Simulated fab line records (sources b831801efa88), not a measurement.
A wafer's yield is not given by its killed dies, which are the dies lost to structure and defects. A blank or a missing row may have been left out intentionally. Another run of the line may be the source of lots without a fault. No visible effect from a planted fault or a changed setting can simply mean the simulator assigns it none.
A lot that was struck, set against a sound lot | flow gf180mcu | 29 steps out of a route of 602
Sound: the wafers L171.1, L171.4, L171.5. The struck wafers were L180.1, L180.4, L180.5. At the end, the cause is stated.
For every step that has rows: the tool of each side, followed by ch and its chambers, followed by its first start. Under that, the readings that differ: sound wafers | struck wafers | difference of the means | sigmas: that difference in standard deviations of wafers without a fault.
alike: a reading whose means differ by less than 2 such deviations, as well as words and numbers matching on both sides. not compared: withheld readings; readings where some wafer has no value; bounds like >300 that might hide an equal value; numbers whose values overlap and for which the record gives no deviation.
Wherever a step has rows on one side only, a row that says differs or no value, or a row with sigmas, the two part there. When numbers do not overlap yet have no deviation, they are printed without sigmas and do not part them. Lack of a reading on every wafer of one side parts them only where that side has two or more wafers.

first, 7 steps without rows for these wafers: GF_HV_LDD_DEHYDRATE_24 (time 60 s); GF_HV_LDD_HMDS_25 (prime time 60 s); GF_HV_LDD_COAT_26 (resist thk 1000 nm); GF_HV_LDD_SOFTBAKE_27 (time 60 s); GF_HV_LDD_EXPOSE_28 (exposes mask Nplus HV AREA, target cd 400 nm); GF_HV_LDD_PEB_29; GF_HV_LDD_DEVELOP_30 (develop time 60 s).
GF_HV_LDD_CD_MEAS_31 targets a cd of 400 nm.
  struck on cdSem-01, day 17 15:01; sound on cdSem-02, day 14 11:10
  alike: cdNm
GF_HV_LDD_OVL_MEAS_32:
  struck on overlay-02, day 17 15:08; sound on overlay-02, day 14 11:17
  alike: HV_LDD_02_OVL
then, 3 steps without rows for these wafers: GF_HV_LDD_IMPLANT_33; GF_HV_LDD_IMPLANT_34; GF_HV_LDD_IMPLANT_35.
GF_HV_LDD_IMPLANT_36:
  struck on implanter-01, day 17 15:37; sound on implanter-02 ch 0, day 14 11:46
  no value came back on the struck wafers for beamEnergyKeV, beamOnS (s), endStationPressureTorr (Torr); on the sound wafers beamEnergyKeV reads 60.020 60.006 59.995
GF_HV_LDD_STRIP_37: strips in O2/N2.
  sound on plasmaAsher-04 ch 0,1, day 14 11:55; struck on plasmaAsher-03 ch 0,1, day 17 15:46
  alike: drypumpMotorCurrentA, heaterPowerW, oesProductAu, stripTimeToEndpointS
  not compared: rfHoursCounterH
GF_HV_LDD_TW_MEAS_38:
  struck on filmMetro-04, day 17 16:06; sound on filmMetro-04, day 14 12:01
reading     | sound          | struck         | difference | sigmas
HV_LDD_3_TW | 1454 1458 1459 | 1322 1319 1314 | -139       | -21
  not compared: hold
then, 6 steps without rows for these wafers: GF_HV_LDD_HMDS_40 (prime time 60 s); GF_HV_LDD_COAT_41 (resist thk 1000 nm); GF_HV_LDD_SOFTBAKE_42 (time 60 s); GF_HV_LDD_EXPOSE_43 (exposes mask Pplus HV AREA, target cd 400 nm); GF_HV_LDD_PEB_44; GF_HV_LDD_DEVELOP_45 (develop time 60 s).
GF_HV_LDD_CD_MEAS_46 targets a cd of 400 nm.
  struck on cdSem-01, day 18 15:01; sound on cdSem-01, day 15 09:19
  alike: cdNm
GF_HV_LDD_OVL_MEAS_47:
  struck on overlay-02, day 18 15:08; sound on overlay-02, day 15 09:26
  alike: HV_LDD_03_OVL
after that, 1 step had no rows for these wafers: GF_HV_LDD_IMPLANT_48.
GF_HV_LDD_STRIP_49: strips in O2/N2.
  sound on plasmaAsher-03 ch 0,1, day 15 09:37; struck on plasmaAsher-01 ch 0,1, day 18 15:19
  alike: drypumpMotorCurrentA, heaterPowerW, oesProductAu, stripTimeToEndpointS
  not compared: rfHoursCounterH
GF_HV_LDD_TW_MEAS_50:
  struck on filmMetro-04, day 18 15:25; sound on filmMetro-04, day 15 09:43
  alike: HV_LDD_4_TW
then, 1 step without rows for these wafers: GF_HV_LDD_CLEAN_51 (cleans in SC1/SC2, time 150 s).
GF_HV_LDD_RTA_52: time 10 s.
  sound on rtpAnneal-02 ch 0, day 15 09:49; struck on rtpAnneal-01 ch 0, day 18 15:32
reading          | sound    | struck   | difference | sigmas
lampPowerPct (%) | 33 33 33 | 40 40 40 | +7         | +2
  alike: wafer_temp_C_max
GF_HV_LDD_RS_MEAS_53: uses a four-point probe to measure.
  struck on filmMetro-04, day 18 15:53; sound on filmMetro-04, day 15 09:53
reading            | sound             | struck            | difference | sigmas
HV_LDD_RS (ohm/sq) | 420.0 418.6 420.6 | 438.7 438.9 439.7 | +19.4      | +18
  not compared: hold

WHERE THEY PART
First at GF_HV_LDD_IMPLANT_36; last, within this record, at GF_HV_LDD_RS_MEAS_53.

WHY: the cause the simulator had injected
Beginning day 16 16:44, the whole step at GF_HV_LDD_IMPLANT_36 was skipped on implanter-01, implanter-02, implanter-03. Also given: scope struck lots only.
